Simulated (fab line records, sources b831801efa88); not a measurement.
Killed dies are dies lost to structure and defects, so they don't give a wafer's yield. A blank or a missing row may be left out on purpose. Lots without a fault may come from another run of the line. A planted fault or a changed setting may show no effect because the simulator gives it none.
fab line records | flow sky130
record lots=12 wafers=36 last_day=50
route steps=708 shown LI_CONTACT@365 PAD_OPEN@708
lots that met no fault: from a run of the same line without faults
start_h: hours from the record's first day to the start of the lot's first wafer shown | wait_h: hours since the lot's step before | " the same as in the row above | L1.1+2: a row that stands for several wafers | - no value, or no start given | * or withheld: withheld | < > ~ a bound
route shown NAME@n: a module of which the file shows steps, and the number in the route of the first | usual: mean/standard deviation of fault-free wafers | same: alike in all rows | chamber/n: place in a boat | sites: the reading at each site | _std_site: their standard deviation | _edge_site: outer sites' mean less inner sites' | radius_mm: how far each site lies from the wafer's centre | mask NAME#n: copy n | behind: the tool/chamber that last shaped the wafer | hold: why the lot was held/for how many hours/how that ended | device: the transistor (n, p or np) that didn't switch | end of line: the same wafers' tests at the end of the route | a step without rows: its recipe alone | killed: dies lost to structure and defects at the first sort, not the wafer's yield | map: a wafer's dies, x killed, . not, _ none there
set.NAME: the setting as run; set.NAME@STEP: as run at that earlier step | model.NAME: the simulator's own value behind a step, which no gauge read
steps of the route over a sample of lots; a table a step, a row a wafer
services: from which hour (start_h, from the record's first day; less than 0 if before it) a tool's chamber was out of use, for how many hours, and why
## steps
# step SKY_LI_CONTACT_BOW_MEAS_03
# recipe mode=bow
# usual LI_CONTACT_BOW=57/6.6
# columns lot.wafer tool chamber start_h wait_h LI_CONTACT_BOW[um]
L706.1 film_metro-02 - 650.00 0.1 60
L706.3 " - " " 47
L706.4 " - " " 53
L707.1 film_metro-04 - 650.62 0.2 56
L707.2 " - " " 62
L707.5 " - " " 63
L708.1 film_metro-01 - 667.00 0.2 61
L708.4 " - " " 61
L708.5 " - " " 58
L710.2 film_metro-01 - 677.51 0.1 47
L710.4 " - " " 52
L710.5 " - " " 57
L711.2 film_metro-02 - 700.11 0.2 49
L711.4 " - " " 68
L711.6 " - " " 48
L715.1 film_metro-04 - 726.88 0.1 46
L715.4 " - " " 45
L715.5 " - " " 56
L718.2 film_metro-01 - 753.83 0.2 57
L718.4 " - " " 57
L718.5 " - " " 62
L724.1 film_metro-04 - 795.76 0.2 58
L724.4 " - " " 55
L724.6 " - " " 49
L725.1 film_metro-02 - 802.20 0.1 46
L725.3 " - " " 51
L725.6 " - " " 50
L726.2 film_metro-01 - 802.52 0.1 54
L726.3 " - " " 61
L726.6 " - " " 61
L728.3 film_metro-01 - 814.72 0.2 51
L728.4 " - " " 58
L728.6 " - " " 61
L729.2 film_metro-02 - 827.04 0.1 64
L729.3 " - " " 50
L729.5 " - " " 56
# step SKY_LI_CONTACT_COAT_06
# recipe resist=BARC temp_c=withheld time_s=withheld spin_rpm=3000 resist_thk_nm=60
# usual exhaust_pa=44.9/0.86
# columns lot.wafer tool chamber start_h wait_h exhaust_pa
L706.1 litho_track-04 0 663.67 0.1 46.7
L706.3 " 0 " " 46.0
L706.4 " 0 " " 44.8
L707.1 litho_track-01 0 664.51 0.1 45.4
L707.2 " 0 " " 44.2
L707.5 " 0 " " 45.4
L708.1 litho_track-04 0 681.32 0.1 44.0
L708.4 " 0 " " 44.5
L708.5 " 0 " " 44.4
L710.2 litho_track-02 0 691.63 0.1 43.6
L710.4 " 0 " " 43.9
L710.5 " 0 " " 44.4
L711.2 litho_track-04 0 713.75 0.1 44.8
L711.4 " 0 " " 45.6
L711.6 " 0 " " 44.7
L715.1 litho_track-01 0 740.36 0.1 44.2
L715.4 " 0 " " 42.9
L715.5 " 0 " " 43.4
L718.2 litho_track-01 0 767.34 0.1 46.2
L718.4 " 0 " " 46.2
L718.5 " 0 " " 46.3
L724.1 litho_track-01 0 808.61 0.1 44.1
L724.4 " 0 " " 45.8
L724.6 " 0 " " 45.3
L725.1 litho_track-01 0 814.56 0.1 44.9
L725.3 " 0 " " 44.3
L725.6 " 0 " " 44.1
L726.2 litho_track-02 0 814.88 0.1 45.5
L726.3 " 0 " " 45.9
L726.6 " 0 " " 45.8
L728.3 litho_track-04 0 828.03 0.1 44.7
L728.4 " 0 " " 44.0
L728.6 " 0 " " 45.0
L729.2 litho_track-02 0 840.03 0.1 45.5
L729.3 " 0 " " 45.3
L729.5 " 0 " " 45.7
# step SKY_LI_CONTACT_ETCH_14
# recipe chemistry=N2/H2 target=BARC ion_energy_ev=200 source_w=500 bias_w=100 pressure_mtorr=30 n2_flow_sccm=100 h2_flow_sccm=200 stop_on=SiO2 time_s=45.9 target_depth_a=600
# usual drypump_motor_current_A=5.6/0.48 oes_product_au=0.855/0.0047 throttle_valve_pct=13.223/0.0088
# columns lot.wafer tool chamber start_h wait_h drypump_motor_current_A oes_product_au rf_hours_counter_h throttle_valve_pct
L706.1 rie_diel-01 0 678.17 0.0 5.8 0.858 1 13.230
L706.3 " 2 " " 6.3 0.855 37 13.224
L706.4 " 2 " " 6.3 0.852 - 13.217
L707.1 rie_diel-04 1 678.83 0.0 5.6 0.851 1 13.214
L707.2 " 3 " " 5.0 0.853 33 13.238
L707.5 " 1 " " 5.6 0.854 - 13.221
L708.1 rie_diel-01 1 696.02 0.0 5.2 0.863 15 13.217
L708.4 " 1 " " 5.3 0.849 - 13.219
L708.5 " 3 " " 5.7 0.848 - 13.224
L710.2 rie_diel-01 1 705.47 0.0 5.2 0.854 15 13.210
L710.4 " 2 " " 6.4 0.854 - 13.216
L710.5 " 1 " " 5.2 0.853 - 13.217
L711.2 rie_diel-04 2 727.61 0.0 5.7 0.849 2 13.216
L711.4 " 1 " " 5.6 0.856 2 13.220
L711.6 " 0 " " 4.9 0.849 - 13.224
L715.1 rie_diel-03 2 754.28 0.0 6.1 0.856 14 13.234
L715.4 " 3 " " 5.1 0.859 1 13.233
L715.5 " 1 " " 6.2 0.849 - 13.223
L718.2 rie_diel-03 0 781.33 0.0 5.3 0.858 7 13.218
L718.4 " 3 " " 5.1 0.858 2 13.219
L718.5 " 2 " " 6.1 0.863 - 13.222
L724.1 rie_diel-03 3 822.61 0.0 5.1 0.801 3 13.205
L724.4 " 2 " " 6.1 0.806 16 13.216
L724.6 " 3 " " 5.1 0.791 - 13.217
L725.1 rie_diel-03 1 828.98 0.0 6.3 0.808 18 13.225
L725.3 " 0 " " 5.3 0.800 9 13.227
L725.6 " 1 " " 6.2 0.805 - 13.208
L726.2 rie_diel-04 3 829.32 0.0 5.0 0.855 1 13.209
L726.3 " 0 " " 4.9 0.866 13 13.222
L726.6 " 3 " " 5.0 0.852 - 13.215
L728.3 rie_diel-04 2 841.31 0.0 5.7 0.849 6 13.231
L728.4 " 2 " " 5.7 0.856 - 13.213
L728.6 " 1 " " 5.6 0.850 - 13.223
L729.2 rie_diel-04 0 853.82 0.0 4.9 0.864 13 13.233
L729.3 " 2 " " 5.8 0.853 7 13.234
L729.5 " 0 " " 4.9 0.858 - 13.214
# step SKY_LI_CONTACT_SPUTTER_20
# recipe material=TiN target_thk_nm=20 chamber_pressure_pa=5 power_w=4000 time_s=80
# usual throttle_valve_pct=29.8/0.5
# columns lot.wafer tool chamber start_h wait_h throttle_valve_pct
L706.1 pvd_sputter-01 - 678.84 0.0 29.7
L706.3 " - " " 29.9
L706.4 " - " " 30.0
L707.1 pvd_sputter-04 - 679.50 0.0 30.1
L707.2 " - " " 29.5
L707.5 " - " " 30.3
L708.1 pvd_sputter-01 - 696.52 0.0 30.0
L708.4 " - " " 29.8
L708.5 " - " " 29.9
L710.2 pvd_sputter-01 - 706.03 0.0 30.2
L710.4 " - " " 30.0
L710.5 " - " " 29.6
L711.2 pvd_sputter-01 - 728.11 0.0 30.2
L711.4 " - " " 28.3
L711.6 " - " " 28.5
L715.1 pvd_sputter-04 - 754.78 0.0 29.9
L715.4 " - " " 29.7
L715.5 " - " " 30.2
L718.2 pvd_sputter-01 - 781.83 0.0 28.4
L718.4 " - " " 29.8
L718.5 " - " " 28.4
L724.1 pvd_sputter-04 - 823.11 0.0 30.0
L724.4 " - " " 29.7
L724.6 " - " " 29.9
L725.1 pvd_sputter-04 - 829.48 0.0 29.5
L725.3 " - " " 29.7
L725.6 " - " " 29.8
L726.2 pvd_sputter-02 - 829.99 0.0 30.0
L726.3 " - " " 29.6
L726.6 " - " " 29.6
L728.3 pvd_sputter-01 - 841.82 0.0 30.3
L728.4 " - " " 29.6
L728.6 " - " " 29.8
L729.2 pvd_sputter-04 - 854.32 0.0 30.0
L729.3 " - " " 30.1
L729.5 " - " " 30.1
# step SKY_LI_CONTACT_THK_MEAS_23
# recipe thk_meas_gauge=xrf reads=W_of_LI_CONTACT_CVD_21
# usual LI_CONTACT_W_THK=394/7.5
# columns lot.wafer tool chamber start_h wait_h LI_CONTACT_W_THK[nm]
L706.1 film_metro-04 - 679.15 0.1 377
L706.3 " - " " 389
L706.4 " - " " 385
L707.1 film_metro-01 - 679.81 0.1 397
L707.2 " - " " 390
L707.5 " - " " 394
L708.1 film_metro-02 - 696.82 0.1 397
L708.4 " - " " 393
L708.5 " - " " 396
L710.2 film_metro-02 - 706.35 0.1 397
L710.4 " - " " 394
L710.5 " - " " 394
L711.2 film_metro-02 - 728.42 0.1 398
L711.4 " - " " 394
L711.6 " - " " 396
L715.1 film_metro-02 - 755.09 0.1 390
L715.4 " - " " 401
L715.5 " - " " 393
L718.2 film_metro-02 - 782.15 0.1 410
L718.4 " - " " 408
L718.5 " - " " 403
L724.1 film_metro-04 - 823.41 0.1 403
L724.4 " - " " 388
L724.6 " - " " 386
L725.1 film_metro-01 - 829.79 0.1 415
L725.3 " - " " 406
L725.6 " - " " 411
L726.2 film_metro-01 - 830.31 0.1 399
L726.3 " - " " 400
L726.6 " - " " 404
L728.3 film_metro-02 - 842.15 0.1 401
L728.4 " - " " 396
L728.6 " - " " 398
L729.2 film_metro-04 - 854.63 0.1 384
L729.3 " - " " 400
L729.5 " - " " 378
# step SKY_PAD_OPEN_PROBE_99
# usual killed_at_M0_to_M3=43/6.6 killed_at_M4_up=3.0/1.7 killed_at_contacts=24/5.4 killed_at_front_end=16/4.6 killed_at_other=0.3/0.53 killed_dies=87/9.7 killed_open=47/7.3 killed_short=39/6.5
# same gross_dies=492 killed_at_back_side=0
# columns lot.wafer tool chamber start_h wait_h killed_at_M0_to_M3 killed_at_M4_up killed_at_contacts killed_at_front_end killed_at_other killed_dies killed_open killed_short
L711.2 prober-02 - 1114.25 0.1 44 2 28 10 0 84 45 39
L711.4 prober-02 - 1114.35 0.2 48 4 22 17 1 92 44 48
L711.6 prober-02 - 1114.45 0.2 37 6 27 6 0 76 33 43
L715.1 prober-01 - 1132.68 0.1 35 4 27 20 0 86 41 45
L715.4 prober-01 - 1132.83 0.2 43 0 25 12 0 80 41 39
L715.5 prober-01 - 1132.88 0.2 52 3 29 14 0 98 45 53
# killed by level:class
L711.2 VIA1:geometric_particle:open=13 CONTACT:geometric_particle:open=9 LI_CONTACT:geometric_particle:open=7 METAL1:geometric_particle:short=7 METAL2:geometric_particle:short=5 FIELD_ISO:geometric_particle:open=4 LOCAL_INTERCONNECT:geometric_particle:short=4 CONTACT:geometric_particle:short=4
L711.4 VIA1:geometric_particle:open=10 VIA2:geometric_particle:open=7 METAL2:geometric_particle:short=7 POLY_GATE:geometric_particle:short=6 LI_CONTACT:geometric_particle:open=6 VIA3:geometric_particle:open=6 LOCAL_INTERCONNECT:geometric_particle:short=5 CONTACT:geometric_particle:open=5
L711.6 CONTACT:geometric_particle:open=10 METAL2:geometric_particle:short=8 VIA3:geometric_particle:open=7 LOCAL_INTERCONNECT:geometric_particle:short=6 METAL4:geometric_particle:short=5 LI_CONTACT:geometric_particle:open=4 VIA1:geometric_particle:open=4 VIA2:geometric_particle:short=4
L715.1 CONTACT:geometric_particle:open=13 FIELD_ISO:geometric_particle:short=7 FIELD_ISO:geometric_particle:open=7 METAL3:geometric_particle:short=7 CONTACT:geometric_particle:short=6 VIA3:geometric_particle:open=5 VIA1:geometric_particle:short=5 LI_CONTACT:geometric_particle:open=4
L715.4 CONTACT:geometric_particle:open=10 VIA1:geometric_particle:open=9 LOCAL_INTERCONNECT:geometric_particle:short=8 VIA1:geometric_particle:short=6 METAL2:geometric_particle:short=6 FIELD_ISO:geometric_particle:open=5 VIA3:geometric_particle:open=5 METAL2:geometric_particle:open=4
L715.5 CONTACT:geometric_particle:open=10 METAL1:geometric_particle:short=9 VIA2:geometric_particle:open=8 LI_CONTACT:geometric_particle:open=7 VIA3:geometric_particle:open=6 VIA3:geometric_particle:short=6 METAL2:geometric_particle:short=6 CONTACT:geometric_particle:short=5
## services
# columns tool chamber start_h hours kind
pvd_sputter-01 - 659.54 18.7 repair
rie_diel-01 3 668.70 - clean
rie_diel-01 3 668.70 24.6 scheduled_down
rie_diel-01 3 668.70 24.6 vent_cycle
rie_diel-01 0 684.28 77.1 repair
rie_diel-04 - 688.66 0.2 repair
rie_diel-01 3 700.72 7.2 repair
rie_diel-03 3 709.93 - clean
rie_diel-03 3 709.93 19.4 scheduled_down
rie_diel-03 3 709.93 19.4 vent_cycle
pvd_sputter-02 - 724.21 8.7 repair
rie_diel-04 3 740.09 11.0 repair
rie_diel-01 2 771.02 - clean
rie_diel-04 3 796.03 - clean
rie_diel-04 3 796.03 16.5 scheduled_down
rie_diel-04 3 796.03 16.5 vent_cycle
rie_diel-03 2 801.36 4.8 repair
rie_diel-04 0 806.76 10.0 repair
rie_diel-01 - 818.97 28.1 pm
pvd_sputter-01 3 832.59 - consumable_replace:kit
pvd_sputter-01 3 832.59 18.0 scheduled_down
pvd_sputter-01 3 832.59 18.0 vent_cycle
rie_diel-04 0 839.58 5.2 repair
pvd_sputter-02 - 840.85 7.5 repair
## key
first_sign step=SKY_LI_CONTACT_ETCH_14 reading=oes_product_au direction=down sigmas=11 usual=0.855 struck=0.802
effect none on later readings
met_at SKY_LI_CONTACT_COAT_06
struck_lots L724,L725
tester_left_out L724,L725
not_acting_at SKY_LI_CONTACT_BOW_MEAS_03,SKY_LI_CONTACT_SPUTTER_20,SKY_LI_CONTACT_THK_MEAS_23
onset_between 767.34 808.61
also_fits SKY_LI_CONTACT_ETCH_14:rie_diel-03
fault kind=process_parameter_drift tool=litho_track-01 chamber=- onset_h=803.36 steps=SKY_LI_CONTACT_COAT_06 channel=resist_thk_nm offset=-6.3778 shape=step end_h=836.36 acts_in=these_recipes_only stated=60
# tester_left_out: of these lots the tester's yield and bins aren't shown, on N5 and GAA mostly nor the transistor test; their killed dies are dies lost to structure and defects alone, not to doping, threshold or leakage, so they don't give the yield
